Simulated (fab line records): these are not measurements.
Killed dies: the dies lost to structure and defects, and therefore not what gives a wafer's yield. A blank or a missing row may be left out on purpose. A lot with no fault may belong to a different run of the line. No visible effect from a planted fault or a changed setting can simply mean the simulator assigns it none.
The tool behind it: which one? -- flow sky130 -- Sampling: 13 lots, 39 wafers, 4 of 708 route steps

WHAT THE GAUGES SHOWED, per wafer
SKY_VT_ADJUST_NCORE_TW_MEAS_11. Usual: for VT_ADJUST_NCORE_TW the level is 219.4 and the standard deviation is 1.8.
lot,measured,on,VT_ADJUST_NCORE_TW,flag
L604,day 8 12:58,film-metro-01,219.9 221.3 221.5,
L605,day 8 21:04,film-metro-02,221.5 221.9 220.4,
L606,day 9 04:55,film-metro-01,220.0 221.1 221.5,
L607,day 9 12:14,film-metro-01,220.7 220.1 219.1,
L609,day 10 01:20,film-metro-02,219.0 219.5 220.0,
L610,day 10 08:25,film-metro-02,219.7 220.0 219.2,
L611,day 10 15:38,film-metro-04,217.3 218.8 217.4,
L613,day 11 01:59,film-metro-01,221.6 221.3 220.4,
L615,day 11 18:14,film-metro-02,218.7 217.7 218.5,
L616,day 12 00:17,film-metro-01,220.8 220.8 221.1,
L621,day 13 14:31,film-metro-02,217.1 218.9 218.3,
L625,day 14 13:09,film-metro-01,238.3 236.2 237.2,OFF
L626,day 15 00:39,film-metro-04,235.9 235.6 235.4,OFF

SKY_SD_N_CD_MEAS_07: target cd 380 nm. Usual: 380.5 nm for cd-nm, sd 2.4.
lot,measured,on,cd-nm (nm),flag
L604,day 27 16:49,cd-sem-01,379.3 379.4 380.3,
L605,day 28 04:10,cd-sem-01,379.9 378.7 380.2,
L606,day 28 14:44,cd-sem-02,377.9 376.8 377.8,
L607,day 28 21:11,cd-sem-02,383.4 383.3 382.6,
L609,day 29 17:35,cd-sem-02,378.0 379.9 378.3,
L610,day 29 19:10,cd-sem-02,378.3 381.5 379.7,
L611,day 30 04:34,cd-sem-02,381.0 383.2 383.7,
L613,day 30 21:55,cd-sem-01,373.6 379.6 378.9,
L615,day 31 16:37,cd-sem-02,381.5 379.6 379.2,
L616,day 32 02:11,cd-sem-01,381.9 382.8 379.3,
L621,day 33 13:29,cd-sem-02,384.4 385.1 384.8,
L625,day 34 14:29,cd-sem-01,379.9 379.6 379.9,
L626,day 35 00:22,cd-sem-02,379.2 380.5 380.6,

SKY_SD_N_OVL_MEAS_08. Usual: for SD_N_OVL the level is 0.3 nm and the standard deviation is 1.2.
lot,measured,on,SD_N_OVL (nm),flag
L604,day 27 16:56,overlay-01,-1.9 -2.2 0.3,
L605,day 28 04:16,overlay-01,0.9 -0.5 -0.6,
L606,day 28 14:51,overlay-02,0.6 0.7 0.3,
L607,day 28 21:18,overlay-02,0.4 -1.4 -0.8,
L609,day 29 17:42,overlay-01,-0.6 -1.3 -1.5,
L610,day 29 19:17,overlay-01,0.4 -0.5 0.6,
L611,day 30 04:41,overlay-01,-0.5 0.1 -0.3,
L613,day 30 22:02,overlay-02,1.7 -0.2 1.2,
L615,day 31 16:44,overlay-01,1.6 -0.3 1.6,
L616,day 32 02:17,overlay-02,1.5 1.9 2.7,
L621,day 33 13:33,overlay-01,0.5 0.9 0.8,
L625,day 34 14:35,overlay-02,-0.8 0.0 -1.2,
L626,day 35 00:27,overlay-02,1.0 0.9 0.3,

EACH LOT AND THE TOOL THAT RAN IT (in order: tool; ch and the chambers of the sampled wafers; start)
lot,SKY_VT_ADJUST_NCORE_IMPLANT_09
L604,"implanter-02 ch 0, day 8 12:43"
L605,"implanter-03 ch 0, day 8 20:50"
L606,"implanter-02 ch 0, day 9 04:40"
L607,"implanter-02 ch 0, day 9 11:59"
L609,"implanter-02 ch 0, day 10 01:05"
L610,"implanter-02 ch 0, day 10 08:10"
L611,"implanter-02 ch 0, day 10 15:23"
L613,"implanter-03 ch 0, day 11 01:44"
L615,"implanter-03 ch 0, day 11 17:59"
L616,"implanter-02 ch 0, day 12 00:03"
L621,"implanter-04 ch 0, day 13 14:18"
L625,"implanter-03 ch 0, day 14 12:55"
L626,"implanter-03 ch 0, day 15 00:26"
- SKY_VT_ADJUST_NCORE_IMPLANT_09

WHAT THE TOOLS THEMSELVES READ (means of the sampled wafers that have a number; where no wafer has one, the mark that the record gives instead)
SKY_VT_ADJUST_NCORE_IMPLANT_09. Usual: 10.000 for beam-energy-keV, sd 0.0034.
lot,tool,beam-energy-keV,flag
L604,implanter-02,9.997,
L605,implanter-03,10.002,
L606,implanter-02,9.999,
L607,implanter-02,10.004,
L609,implanter-02,10.000,
L610,implanter-02,10.005,
L611,implanter-02,10.000,
L613,implanter-03,9.999,
L615,implanter-03,10.003,
L616,implanter-02,9.998,
L621,implanter-04,10.002,
L625,implanter-03,14.245,OFF
L626,implanter-03,14.249,OFF

THE ANSWER, worked out from the rows above alone
Rule: lot off if the mean of its wafers having a number is beyond 3 standard deviations from the usual mean. Also off: a lot with no number at a reading for which 4 or more lots have one. All remaining lots with rows at the step are treated as sound. Order of review: gauges by route order, followed by the tools' own readings, for which a lot's mean as printed above is used. At the first step where some lot is off, the reading lying furthest off is the one used; lots without a number count as furthest.
Off: at SKY_VT_ADJUST_NCORE_TW_MEAS_11 (VT_ADJUST_NCORE_TW), L625, L626.
If a tool, at a process step before that reading, ran all the lots that are off and no sound lot after the first of them, it fits. Not tried: the gauges at SKY_VT_ADJUST_NCORE_TW_MEAS_11; whatever is off there is also off at SKY_VT_ADJUST_NCORE_IMPLANT_09, on other tools, and gauge error can't account for it. One fits: SKY_VT_ADJUST_NCORE_IMPLANT_09 on implanter-03. A fault onset in the window from L615 (day 11 17:59, its last sound lot) to L625 (day 14 12:55, its first lot off) fits.
On the lots that are off, the tool's own readings at SKY_VT_ADJUST_NCORE_IMPLANT_09 differ by more than 5 times the standard deviation of the sound lots' means, which bears it out; beam-energy-keV reads 14.247 there versus 10.001 on the sound lots.

WHAT HAD BEEN PUT IN BY THE SIMULATOR
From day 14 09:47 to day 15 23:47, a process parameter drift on implanter-03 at SKY_VT_ADJUST_NCORE_IMPLANT_09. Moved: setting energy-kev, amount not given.
Struck lots among those shown: L625, L626. Same finding as the rule above.
